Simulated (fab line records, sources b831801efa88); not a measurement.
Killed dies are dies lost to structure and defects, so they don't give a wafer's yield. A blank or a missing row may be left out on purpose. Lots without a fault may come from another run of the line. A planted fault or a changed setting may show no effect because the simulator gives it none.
Chamber matching | flow gf180mcu | GF_V3_ETCH_16 on rie_diel-01: 4 sister chambers
The step etches BARC in N2/H2. 4 wafers are shown with their chamber, then 7 later ones without.

WAFERS WITH THEIR CHAMBER
wafer  | chamber | drypump_motor_current_A (A)
L074.6 | 2       | 5.3
L084.4 | 3       | 5.8
L086.2 | 0       | 6.2
L086.5 | 1       | 5.7

WAFERS WITHOUT THEIR CHAMBER
wafer  | drypump_motor_current_A (A)
L086.6 | 5.3
L095.4 | 5.3
L095.5 | 6.2
L095.6 | 5.7
L097.1 | 6.3
L097.2 | 5.8
L097.3 | 5.7

WHICH CHAMBER EACH WENT THROUGH
wafer  | from the rows above | in truth
L086.6 | 2                   | 2
L095.4 | 2                   | 2
L095.5 | 0                   | 0
L095.6 | 1                   | 1
L097.1 | 0                   | 0
L097.2 | 3                   | 3
L097.3 | 1                   | 1
Placed correctly: 7 of 7. Can't be placed from these rows: 0. Placed wrongly: 0.
How it was worked out, from the rows above alone: a wafer's distance from a chamber is the root of the sum, over the readings, of the square of ((its reading less the chamber's mean) divided by the reading's scatter). The wafer belongs to the nearest chamber; if the next one is less than 2 further off, it can't be placed. A chamber's mean is the mean of its shown wafers. The scatter: with one shown wafer a chamber, the root of the mean of the squares of how far each hidden wafer lies from its nearest shown one.
